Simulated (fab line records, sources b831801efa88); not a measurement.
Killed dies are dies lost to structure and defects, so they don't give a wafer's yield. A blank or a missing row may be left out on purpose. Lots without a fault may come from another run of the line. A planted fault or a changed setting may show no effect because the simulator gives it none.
A struck lot beside a sound one | flow sky130 | 14 steps out of a route of 708
Sound: wafers L454.3, L454.5, L454.6. Struck: wafers L444.2, L444.4, L444.6. The cause comes at the end.
At each step with rows: each side's tool, then ch and its chambers, then its first start. Under that, the readings that differ: sound wafers | struck wafers | difference of the means | sigmas: that difference in standard deviations of wafers without a fault.
alike: readings whose means differ by less than 2 such deviations, and words and numbers that are the same on both sides. not compared: withheld readings, readings that some wafer has no value for, bounds like >300 that may hide the same value, and numbers for which the record gives no deviation and whose values overlap.
The two part at a step that has a row with sigmas, a row that says differs or no value, or rows on one side only. Numbers that don't overlap but have no deviation are shown without sigmas and don't part them. A reading that every wafer of one side lacks parts them only if that side has two wafers or more.

first, 3 steps without rows for these wafers: SKY_LDD_HVP_EXPOSE_04 (exposes mask HVPTM, target cd 700 nm); SKY_LDD_HVP_PEB_05; SKY_LDD_HVP_DEVELOP_06 (develop time 60 s).
SKY_LDD_HVP_OVL_MEAS_07:
  sound on overlay-02, day 27 16:02; struck on overlay-02, day 23 23:35
  reading          | sound          | struck       | difference | sigmas
  LDD_HVP_OVL (nm) | -3.9 -3.6 -1.5 | -0.1 0.8 1.2 | +3.6       | +2
then, 1 step without rows for these wafers: SKY_LDD_HVP_IMPLANT_08.
SKY_LDD_HVP_STRIP_09: strips in O2/N2.
  sound on plasma_asher-03 ch 0,1, day 27 16:14; struck on plasma_asher-03 ch 0,1, day 23 23:46
  alike: drypump_motor_current_A, oes_product_au, strip_time_to_endpoint_s
  not compared: rf_hours_counter_h
SKY_LDD_HVP_TW_MEAS_10:
  sound on film_metro-02, day 27 16:20; struck on film_metro-01, day 23 23:53
  reading    | sound       | struck      | difference | sigmas
  LDD_HVP_TW | 441 443 441 | 455 455 453 | +13        | +3
then, 5 steps without rows for these wafers: SKY_LDD_LDN_DEHYDRATE_00 (time 60 s); SKY_LDD_LDN_HMDS_01 (prime time 60 s); SKY_LDD_LDN_COAT_02 (resist thk 1140 nm); SKY_LDD_LDN_SOFTBAKE_03 (time 60 s); SKY_LDD_LDN_EXPOSE_04 (exposes mask LDNTM, target cd 700 nm).
SKY_LDD_LDN_PEB_05:
  sound on litho_track-04 ch 0, day 28 20:28; struck on litho_track-04, day 25 04:53
  reading         | sound          | struck | difference                    | sigmas
  exhaust_pa (Pa) | 44.9 45.5 45.6 | - - -  | no value on the struck wafers |
  not compared: chill_plate_temp_C
then, 1 step without rows for these wafers: SKY_LDD_LDN_DEVELOP_06 (develop time 60 s).

WHERE THEY PART
First at SKY_LDD_HVP_OVL_MEAS_07; last, within this record, at SKY_LDD_LDN_PEB_05.

WHY: what the simulator had put in
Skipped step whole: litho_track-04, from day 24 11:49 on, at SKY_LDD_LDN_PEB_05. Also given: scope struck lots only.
